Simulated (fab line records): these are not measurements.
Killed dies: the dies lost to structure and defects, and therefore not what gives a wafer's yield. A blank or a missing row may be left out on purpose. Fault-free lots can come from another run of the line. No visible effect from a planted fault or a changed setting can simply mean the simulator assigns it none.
Struck lot and sound lot, side by side ; flow sky130 ; 14 steps out of a route of 708
Sound: wafers L211.1, L211.4, L211.6. Struck: wafers L215.1, L215.4, L215.5. At the end, the cause is stated.
Per side, at each step with rows, come the tool, then ch with its chambers, and then its first start. Under that, the readings that differ: sound wafers ; struck wafers ; difference of the means ; sigmas: that difference in standard deviations of wafers without a fault.
alike: same words and numbers on both sides, and readings whose means sit less than 2 such deviations apart. not compared: any withheld reading, any reading some wafer has no value for, any bound like >300 that may hide the same value, and any number with overlapping values for which the record gives no deviation.
Wherever a step has rows on one side only, a row that says differs or no value, or a row with sigmas, the two part there. Non-overlapping numbers with no deviation appear without sigmas and do not part them. Lack of a reading on every wafer of one side parts them only where that side has two or more wafers.

first, 1 step without rows for these wafers: SKY_METAL5_CLEAN_19 (cleans in O3/DIW).
SKY_PASSIVATION_CVD_00: deposits SiO2, target thk 90 nm.
  sound on pecvd-03 ch 0, day 46 16:41; struck on pecvd-02 ch 0,1, day 47 12:49
  alike: heaterPowerW
SKY_PASSIVATION_THK_MEAS_01:
  struck on filmMetro-04, day 47 12:50; sound on filmMetro-02, day 46 16:43
  alike: PASSIVATION_CVD_00_THK
SKY_PASSIVATION_CVD_02: deposits Si3N4, target thk 540 nm.
  sound on pecvd-01 ch 0,1, day 46 16:46; struck on pecvd-01 ch 0,2, day 47 12:54
  alike: heaterPowerW
SKY_PASSIVATION_THK_MEAS_03:
  struck on filmMetro-02, day 47 13:08; sound on filmMetro-01, day 46 17:00
  alike: PASSIVATION_CVD_02_THK
then, 7 steps without rows for these wafers: SKY_PASSIVATION_DEHYDRATE_04 (time 60 s); SKY_PASSIVATION_HMDS_05 (prime time 60 s); SKY_PASSIVATION_COAT_06 (resist thk 3000 nm); SKY_PASSIVATION_SOFTBAKE_07; SKY_PASSIVATION_EXPOSE_08 (exposes mask NSM, target cd 3000 nm); SKY_PASSIVATION_PEB_09; SKY_PASSIVATION_DEVELOP_10 (develop time 60 s).
SKY_PASSIVATION_ETCH_11: etches the open film in CF4/O2, stops on AlCu, target depth 725 nm, time 161.1 s.
  sound on rieDiel-03 ch 1,3, day 47 12:40; struck on rieDiel-03 ch 0,3, day 48 08:56
  no value came back on the struck wafers for any of 5 readings (O2_flow_sccm (sccm), biasW (W) and others); on the sound wafers O2_flow_sccm (sccm) reads 9.97 9.97 9.98
reading;sound;struck;difference;sigmas
model.coat_of_PASSIVATION_COAT_06.thkNm (nm);2474 2485 2487;2985 2980 2979;+499;
  not compared: rfHoursCounterH
SKY_PASSIVATION_STRIP_12: strips in O2/N2.
  sound on plasmaAsher-04 ch 0,1, day 47 12:46; struck on plasmaAsher-02 ch 0,1, day 48 09:03
reading;sound;struck;difference;sigmas
stripTimeToEndpointS (s);31.00 31.12 31.19;36.77 36.72 36.71;+5.63;+35
  alike: drypumpMotorCurrentA, oesProductAu
  not compared: rfHoursCounterH

WHERE THEY PART
Earliest at SKY_PASSIVATION_ETCH_11; latest, in this record, at SKY_PASSIVATION_STRIP_12.

WHY: what the simulator had put in
Whole step skipped at SKY_PASSIVATION_ETCH_11 on rieDiel-03, starting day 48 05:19. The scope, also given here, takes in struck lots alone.
